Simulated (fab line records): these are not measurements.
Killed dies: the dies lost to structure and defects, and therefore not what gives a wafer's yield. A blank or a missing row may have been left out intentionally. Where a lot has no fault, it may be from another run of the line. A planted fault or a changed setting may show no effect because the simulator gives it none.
fab line records ; flow sky130
[record] lots = 11; wafers = 33; last_day = 50
route steps=708 shown POLY_CUT@319 SD_N@350 LI_CONTACT@363 CONTACT@430
lots that met no fault: from a run of the same line without faults
start_h: start of the lot's first displayed wafer, in hours after the record's first day ; wait_h: how many hours have passed since the lot's step before this one ; " same as the row above ; L1.1+2: a single row standing in for several wafers ; - no value present, or no start provided ; * or withheld: withheld ; < > ~ a bound
route shown NAME@n: NAME is a module with steps in the file, n the number in the route of the first one ; usual: mean/standard deviation of fault-free wafers ; same: alike in all rows ; chamber/n: place in a boat ; sites: per-site readings ; _std_site: the values' standard deviation ; _edge_site: mean of outer sites minus mean of inner sites ; radius_mm: how far each site lies from the wafer's centre ; mask NAME#n: copy n ; behind: the most recent tool/chamber to have shaped the wafer ; hold: why the lot was held/for how many hours/how that ended ; device: whichever transistor did not switch (one of n, p or np) ; end of line: at the end of the route, the tests of the same wafers ; step lacking rows: just its recipe ; killed: dies lost to structure and defects at the first sort, not the wafer's yield ; map: dies across one wafer; x = killed, . = not, _ = none there
set.NAME: the setting that was run; set.NAME@STEP: the one run at that earlier step ; model.NAME: the simulator's own value behind a step, which no gauge read
a sample of lots followed through the steps of the route, with each step as a table and each wafer as a row
services: when a tool's chamber went out of use (start_h, in hours from the record's first day, below 0 if earlier), for how many hours, and the reason
[[steps]]
[step SKY_POLY_CUT_STRIP_12]
[recipe] chemistry = O2/N2; power_w = 1400; pressure_mtorr = 1500; platen_temp_c = withheld; o2_flow_sccm = 3000; n2_flow_sccm = 300; overash_fraction = 0.5
[usual] drypump_motor_current_A = 5.6/0.45; oes_product_au = 0.452/0.005; strip_time_to_endpoint_s = 5.359/0.016
lot.wafer;tool;chamber;start_h;wait_h;drypump_motor_current_A;oes_product_au;rf_hours_counter_h;strip_time_to_endpoint_s
L199.2;plasma_asher-02;0;566.56;0.0;5.7;0.451;74;5.370
L199.3;plasma_asher-02;1;566.56;0.0;5.8;0.449;-;5.359
L199.5;plasma_asher-02;0;566.56;0.0;5.7;0.458;-;5.385
L201.3;plasma_asher-04;1;585.51;0.1;6.2;0.456;-;5.338
L201.4;plasma_asher-04;0;585.51;0.1;5.9;0.446;-;5.362
L201.5;plasma_asher-04;1;585.51;0.1;6.3;0.454;-;5.360
L202.1;plasma_asher-04;1;598.87;0.0;6.3;0.459;17;5.365
L202.2;plasma_asher-04;0;598.87;0.0;5.9;0.446;17;5.348
L202.5;plasma_asher-04;0;598.87;0.0;5.8;0.447;-;5.363
L203.2;plasma_asher-02;1;600.06;0.0;5.8;0.457;77;5.364
L203.5;plasma_asher-02;1;600.06;0.0;5.8;0.450;-;5.350
L203.6;plasma_asher-02;0;600.06;0.0;5.7;0.452;-;5.360
L206.1;plasma_asher-03;0;620.71;0.0;5.3;0.457;50;5.364
L206.3;plasma_asher-03;0;620.71;0.0;5.2;0.453;-;5.357
L206.4;plasma_asher-03;1;620.71;0.0;4.9;0.456;-;5.379
L207.1;plasma_asher-03;0;633.97;0.0;5.3;0.454;51;5.354
L207.4;plasma_asher-03;1;633.97;0.0;4.9;0.453;-;5.338
L207.6;plasma_asher-03;1;633.97;0.0;4.9;0.459;-;5.366
L216.1;plasma_asher-04;1;709.31;0.0;6.2;0.462;29;5.362
L216.2;plasma_asher-04;0;709.31;0.0;5.8;0.454;29;5.395
L216.6;plasma_asher-04;1;709.31;0.0;6.3;0.450;-;5.384
L218.2;plasma_asher-02;1;725.67;0.0;5.8;0.447;90;5.387
L218.4;plasma_asher-02;1;725.67;0.0;5.8;0.453;-;5.357
L218.6;plasma_asher-02;0;725.67;0.0;5.7;0.455;-;5.384
L221.1;plasma_asher-03;0;748.77;0.0;5.3;0.455;58;5.329
L221.4;plasma_asher-03;1;748.77;0.0;4.9;0.451;-;5.346
L221.5;plasma_asher-03;1;748.77;0.0;4.9;0.454;-;5.332
L219.1;plasma_asher-03;1;750.35;0.0;4.8;0.453;59;5.357
L219.3;plasma_asher-03;0;750.35;0.0;5.3;0.453;-;5.378
L219.6;plasma_asher-03;1;750.35;0.0;4.9;0.456;-;5.360
L220.1;plasma_asher-03;0;752.56;0.0;5.3;0.447;59;5.361
L220.2;plasma_asher-03;1;752.56;0.0;4.8;0.441;59;5.370
L220.4;plasma_asher-03;1;752.56;0.0;4.8;0.442;-;5.359
[step SKY_SD_N_OVL_MEAS_08]
[usual] SD_N_OVL = -0.4/1.4
lot.wafer;tool;chamber;start_h;wait_h;SD_N_OVL[nm]
L199.2;overlay-02;-;654.59;0.1;-0.5
L199.3;overlay-02;-;654.59;0.1;-1.7
L199.5;overlay-02;-;654.59;0.1;-0.8
L201.3;overlay-02;-;673.05;0.1;1.1
L201.4;overlay-02;-;673.05;0.1;-2.1
L201.5;overlay-02;-;673.05;0.1;2.9
L202.1;overlay-02;-;685.43;0.1;2.1
L202.2;overlay-02;-;685.43;0.1;2.2
L202.5;overlay-02;-;685.43;0.1;2.1
L203.2;overlay-02;-;686.44;0.1;-0.8
L203.5;overlay-02;-;686.44;0.1;0.4
L203.6;overlay-02;-;686.44;0.1;-0.5
L206.1;overlay-02;-;706.34;0.1;1.0
L206.3;overlay-02;-;706.34;0.1;0.6
L206.4;overlay-02;-;706.34;0.1;1.5
L207.1;overlay-02;-;717.83;0.1;0.0
L207.4;overlay-02;-;717.83;0.1;-0.7
L207.6;overlay-02;-;717.83;0.1;2.4
L216.1;overlay-02;-;791.13;0.1;-0.1
L216.2;overlay-02;-;791.13;0.1;-0.5
L216.6;overlay-02;-;791.13;0.1;0.3
L218.2;overlay-01;-;806.82;0.1;-1.3
L218.4;overlay-01;-;806.82;0.1;-2.7
L218.6;overlay-01;-;806.82;0.1;-1.2
L221.1;overlay-01;-;827.68;0.1;-2.7
L221.4;overlay-01;-;827.68;0.1;-0.7
L221.5;overlay-01;-;827.68;0.1;-0.4
L219.1;overlay-01;-;831.13;0.1;0.0
L219.3;overlay-01;-;831.13;0.1;-0.3
L219.6;overlay-01;-;831.13;0.1;0.0
L220.1;overlay-01;-;831.43;0.1;-2.1
L220.2;overlay-01;-;831.43;0.1;-1.9
L220.4;overlay-01;-;831.43;0.1;-3.0
[step SKY_LI_CONTACT_THK_MEAS_01]
[recipe] reads = PSG_of_LI_CONTACT_HDPCVD_00
[usual] LI_CONTACT_HDPCVD_THK = 928/9.8
lot.wafer;tool;chamber;start_h;wait_h;LI_CONTACT_HDPCVD_THK[nm]
L199.2;film_metro-02;-;655.80;0.1;926
L199.3;film_metro-02;-;655.80;0.1;933
L199.5;film_metro-02;-;655.80;0.1;925
L201.3;film_metro-02;-;674.26;0.1;938
L201.4;film_metro-02;-;674.26;0.1;943
L201.5;film_metro-02;-;674.26;0.1;938
L202.1;film_metro-02;-;686.63;0.1;918
L202.2;film_metro-02;-;686.63;0.1;921
L202.5;film_metro-02;-;686.63;0.1;921
L203.2;film_metro-01;-;687.65;0.1;935
L203.5;film_metro-01;-;687.65;0.1;936
L203.6;film_metro-01;-;687.65;0.1;931
L206.1;film_metro-02;-;707.54;0.1;919
L206.3;film_metro-02;-;707.54;0.1;928
L206.4;film_metro-02;-;707.54;0.1;935
L207.1;film_metro-02;-;719.04;0.1;935
L207.4;film_metro-02;-;719.04;0.1;923
L207.6;film_metro-02;-;719.04;0.1;939
L216.1;film_metro-01;-;792.39;0.1;934
L216.2;film_metro-01;-;792.39;0.1;939
L216.6;film_metro-01;-;792.39;0.1;926
L218.2;film_metro-04;-;808.23;0.2;929
L218.4;film_metro-04;-;808.23;0.2;931
L218.6;film_metro-04;-;808.23;0.2;937
L221.1;film_metro-04;-;828.93;0.1;914
L221.4;film_metro-04;-;828.93;0.1;913
L221.5;film_metro-04;-;828.93;0.1;922
L219.1;film_metro-01;-;832.38;0.1;913
L219.3;film_metro-01;-;832.38;0.1;908
L219.6;film_metro-01;-;832.38;0.1;910
L220.1;film_metro-01;-;832.63;0.1;944
L220.2;film_metro-01;-;832.63;0.1;943
L220.4;film_metro-01;-;832.63;0.1;928
[step SKY_CONTACT_CVD_24]
[recipe] material = W; target_thk_nm = 340; time_s = 102.12; temp_c = 400; pressure_torr = 40
[usual] heater_power_w = 887/67
lot.wafer;tool;chamber;start_h;wait_h;heater_power_w;since_wet_clean_h
L199.2;cvd_w-01;1;744.21;0.0;857;840
L199.3;cvd_w-01;1;744.21;0.0;863;-
L199.5;cvd_w-01;0;744.21;0.0;822;-
L201.3;cvd_w-01;1;760.20;0.1;868;-
L201.4;cvd_w-01;0;760.20;0.1;808;-
L201.5;cvd_w-01;1;760.20;0.1;874;-
L202.1;cvd_w-01;1;773.36;0.0;868;869
L202.2;cvd_w-01;0;773.36;0.0;807;869
L202.5;cvd_w-01;0;773.36;0.0;835;-
L203.2;cvd_w-01;0;774.60;0.0;814;871
L203.5;cvd_w-01;0;774.60;0.0;809;-
L203.6;cvd_w-01;1;774.60;0.0;873;-
L206.1;cvd_w-02;1;793.06;0.0;878;389
L206.3;cvd_w-02;1;793.06;0.0;894;-
L206.4;cvd_w-02;0;793.06;0.0;978;-
L207.1;cvd_w-01;0;803.48;0.0;830;899
L207.4;cvd_w-01;1;803.48;0.0;866;-
L207.6;cvd_w-01;1;803.48;0.0;861;-
L216.1;cvd_w-01;0;876.10;0.0;822;972
L216.2;cvd_w-01;1;876.10;0.0;903;972
L216.6;cvd_w-01;1;876.10;0.0;878;-
L218.2;cvd_w-01;0;890.78;0.0;817;987
L218.4;cvd_w-01;0;890.78;0.0;808;-
L218.6;cvd_w-01;1;890.78;0.0;888;-
L221.1;cvd_w-02;0;911.12;0.0;1024;507
L221.4;cvd_w-02;0;911.12;0.0;1000;-
L221.5;cvd_w-02;0;911.12;0.0;1014;-
L219.1;cvd_w-02;1;914.76;0.0;881;511
L219.3;cvd_w-02;0;914.76;0.0;978;-
L219.6;cvd_w-02;1;914.76;0.0;887;-
L220.1;cvd_w-02;1;915.07;0.1;886;511
L220.2;cvd_w-02;0;915.07;0.1;1020;511
L220.4;cvd_w-02;0;915.07;0.1;978;-
[step SKY_CONTACT_RS_MEAS_25]
[recipe] thk_meas_gauge = four-point-probe; reads = W_of_CONTACT_CVD_24+TiN_of_CONTACT_SPUTTER_23
[usual] CONTACT_W_RS = 0.337/0.0035
lot.wafer;tool;chamber;start_h;wait_h;CONTACT_W_RS[ohm/sq]
L199.2;film_metro-03;-;744.34;0.1;0.335
L199.3;film_metro-03;-;744.34;0.1;0.335
L199.5;film_metro-03;-;744.34;0.1;0.336
L201.3;film_metro-03;-;760.31;0.1;0.340
L201.4;film_metro-03;-;760.31;0.1;0.337
L201.5;film_metro-03;-;760.31;0.1;0.338
L202.1;film_metro-01;-;773.47;0.1;0.339
L202.2;film_metro-01;-;773.47;0.1;0.332
L202.5;film_metro-01;-;773.47;0.1;0.336
L203.2;film_metro-03;-;774.73;0.1;0.340
L203.5;film_metro-03;-;774.73;0.1;0.340
L203.6;film_metro-03;-;774.73;0.1;0.340
L206.1;film_metro-01;-;793.17;0.1;0.345
L206.3;film_metro-01;-;793.17;0.1;0.341
L206.4;film_metro-01;-;793.17;0.1;0.340
L207.1;film_metro-04;-;803.59;0.1;0.336
L207.4;film_metro-04;-;803.59;0.1;0.337
L207.6;film_metro-04;-;803.59;0.1;0.341
L216.1;film_metro-03;-;876.21;0.1;0.338
L216.2;film_metro-03;-;876.21;0.1;0.378
L216.6;film_metro-03;-;876.21;0.1;0.374
L218.2;film_metro-03;-;890.91;0.1;0.334
L218.4;film_metro-03;-;890.91;0.1;0.337
L218.6;film_metro-03;-;890.91;0.1;0.377
L221.1;film_metro-04;-;911.34;0.2;0.343
L221.4;film_metro-04;-;911.34;0.2;0.337
L221.5;film_metro-04;-;911.34;0.2;0.338
L219.1;film_metro-01;-;914.87;0.1;0.330
L219.3;film_metro-01;-;914.87;0.1;0.330
L219.6;film_metro-01;-;914.87;0.1;0.327
L220.1;film_metro-04;-;915.18;0.1;0.339
L220.2;film_metro-04;-;915.18;0.1;0.337
L220.4;film_metro-04;-;915.18;0.1;0.342
[step SKY_CONTACT_THK_MEAS_26]
[recipe] thk_meas_gauge = xrf; reads = W_of_CONTACT_CVD_24
[usual] CONTACT_W_THK = 338/4.6
lot.wafer;tool;chamber;start_h;wait_h;CONTACT_W_THK[nm]
L199.2;film_metro-03;-;744.45;0.1;337
L199.3;film_metro-03;-;744.45;0.1;336
L199.5;film_metro-03;-;744.45;0.1;333
L201.3;film_metro-03;-;760.41;0.1;332
L201.4;film_metro-03;-;760.41;0.1;333
L201.5;film_metro-03;-;760.41;0.1;332
L202.1;film_metro-01;-;773.59;0.1;339
L202.2;film_metro-01;-;773.59;0.1;347
L202.5;film_metro-01;-;773.59;0.1;345
L203.2;film_metro-03;-;774.84;0.1;330
L203.5;film_metro-03;-;774.84;0.1;329
L203.6;film_metro-03;-;774.84;0.1;330
L206.1;film_metro-01;-;793.29;0.1;330
L206.3;film_metro-01;-;793.29;0.1;336
L206.4;film_metro-01;-;793.29;0.1;337
L207.1;film_metro-04;-;803.71;0.1;339
L207.4;film_metro-04;-;803.71;0.1;337
L207.6;film_metro-04;-;803.71;0.1;331
L216.1;film_metro-03;-;876.33;0.1;332
L216.2;film_metro-03;-;876.33;0.1;298
L216.6;film_metro-03;-;876.33;0.1;300
L218.2;film_metro-03;-;891.02;0.1;335
L218.4;film_metro-03;-;891.02;0.1;334
L218.6;film_metro-03;-;891.02;0.1;298
L221.1;film_metro-04;-;911.46;0.1;334
L221.4;film_metro-04;-;911.46;0.1;337
L221.5;film_metro-04;-;911.46;0.1;337
L219.1;film_metro-01;-;914.99;0.1;345
L219.3;film_metro-01;-;914.99;0.1;347
L219.6;film_metro-01;-;914.99;0.1;346
L220.1;film_metro-04;-;915.30;0.1;338
L220.2;film_metro-04;-;915.30;0.1;339
L220.4;film_metro-04;-;915.30;0.1;334
[step SKY_CONTACT_CMP_27]
[recipe] stop_on = SiO2; t_overpolish_s = 15; down_force_psi = 3.5; platen_rpm = 60; target_thk_nm = 0; pad_velocity_m_s = 0.94248
[usual] head_pressure_psi = 3.501/0.0089; motor_current_A = 11.2/1; slurry_flow_ml_min = 150.0/0.46; time_to_endpoint_s = 83/3.5
lot.wafer;tool;chamber;start_h;wait_h;head_pressure_psi;motor_current_A;slurry_flow_ml_min;time_to_endpoint_s
L199.2;cmp-01;0;744.55;0.1;3.512;11.1;149.4;87
L199.3;cmp-01;1;744.55;0.1;3.500;10.5;149.7;87
L199.5;cmp-01;0;744.55;0.1;3.514;10.9;150.2;87
L201.4;cmp-02;2;760.55;0.1;3.508;10.7;150.3;87
L201.3;cmp-02;3;760.55;0.1;3.502;9.7;150.2;87
L201.5;cmp-02;1;760.55;0.1;3.495;12.9;150.0;80
L202.2;cmp-02;0;773.76;0.2;3.500;11.1;149.5;82
L202.1;cmp-02;2;773.76;0.2;3.496;10.3;150.3;88
L202.5;cmp-02;0;773.76;0.2;3.514;11.3;150.1;80
L203.2;cmp-02;2;774.94;0.1;3.494;10.1;149.6;85
L203.6;cmp-02;1;774.94;0.1;3.510;12.7;149.3;79
L203.5;cmp-02;2;774.94;0.1;3.501;10.5;149.5;84
L206.3;cmp-02;0;793.35;0.0;3.510;11.2;149.5;79
L206.1;cmp-02;2;793.35;0.0;3.499;10.2;150.4;82
L206.4;cmp-02;3;793.35;0.0;3.493;9.8;150.5;84
L207.1;cmp-01;3;803.77;0.1;3.489;10.8;149.8;84
L207.4;cmp-01;0;803.77;0.1;3.503;10.7;150.6;84
L207.6;cmp-01;3;803.77;0.1;3.491;11.1;150.4;84
L216.1;cmp-02;0;876.39;0.1;3.508;11.4;150.4;75
L216.2;cmp-02;3;876.39;0.1;3.500;10.1;150.9;70
L216.6;cmp-02;0;876.39;0.1;3.496;11.2;149.7;72
L218.4;cmp-02;2;891.07;0.0;3.506;10.4;150.8;87
L218.2;cmp-02;0;891.07;0.0;3.492;11.5;150.3;81
L218.6;cmp-02;3;891.07;0.0;3.505;9.9;149.4;76
L221.4;cmp-01;1;911.52;0.0;3.488;11.1;150.1;86
L221.1;cmp-01;0;911.52;0.0;3.479;10.4;150.8;86
L221.5;cmp-01;1;911.52;0.0;3.512;10.7;150.2;84
L219.1;cmp-02;3;915.05;0.1;3.494;10.1;149.4;86
L219.3;cmp-02;1;915.05;0.1;3.519;13.4;150.6;80
L219.6;cmp-02;3;915.05;0.1;3.490;10.3;149.5;86
L220.1;cmp-02;2;915.65;0.3;3.501;10.1;149.3;84
L220.2;cmp-02;3;915.65;0.3;3.504;10.1;149.9;82
L220.4;cmp-02;0;915.65;0.3;3.502;11.0;149.5;78
[[services]]
tool;chamber;start_h;hours;kind
cmp-01;-;572.00;4.0;pm
plasma_asher-04;-;578.12;1.9;repair
plasma_asher-04;-;599.83;4.3;repair
cvd_w-02;-;645.25;6.9;pm
cvd_w-01;-;663.98;0.8;repair
cmp-02;-;678.73;5.1;repair
plasma_asher-03;-;683.60;22.6;repair
cvd_w-01;-;689.15;1.4;repair
plasma_asher-03;-;697.75;12.0;repair
cmp-02;-;701.62;5.2;repair
plasma_asher-03;-;709.78;14.6;pm
plasma_asher-03;-;724.38;2.8;pm
cvd_w-02;0;732.73;7.5;repair
cvd_w-01;-;732.91;0.4;repair
cmp-02;-;744.14;4.0;pm
cmp-02;-;794.59;6.5;pm
cvd_w-02;-;826.13;5.9;repair
cvd_w-02;-;832.01;14.6;pm
cvd_w-02;-;857.39;0.5;repair
cvd_w-01;0;866.89;3.8;repair
cvd_w-02;0;869.53;5.2;repair
cvd_w-01;-;904.00;14.0;pm
cmp-02;-;909.04;2.0;repair
cvd_w-02;1;909.11;4.3;repair
[[key]]
[first_sign] step = SKY_CONTACT_RS_MEAS_25; reading = CONTACT_W_RS; direction = up; sigmas = 11; usual = 0.337; struck = 0.376
[effect] step = SKY_CONTACT_THK_MEAS_26; reading = CONTACT_W_THK; direction = down; sigmas = 8.5; usual = 338; struck = 299
[effect] step = SKY_CONTACT_CMP_27; reading = time_to_endpoint_s; direction = down; sigmas = 3; usual = *; struck = *
met_at SKY_CONTACT_CVD_24
struck_lots L216,L218
struck_wafers L216.2,L216.6,L218.6
tester_left_out L216,L218
not_acting_at SKY_POLY_CUT_STRIP_12,SKY_SD_N_OVL_MEAS_08,SKY_LI_CONTACT_THK_MEAS_01
onset_between 803.48 876.10
[fault] kind = process_parameter_drift; tool = cvd_w-01; chamber = 1; onset_h = 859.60; steps = SKY_CONTACT_CVD_24; channel = target_thk_nm; offset = -38.542; shape = step; end_h = 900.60; acts_in = these_recipes_only; stated = 340
// tester_left_out: of these lots the tester's yield and bins aren't shown, on N5 and GAA mostly nor the transistor test; their killed dies are dies lost to structure and defects alone, not to doping, threshold or leakage, so they don't give the yield
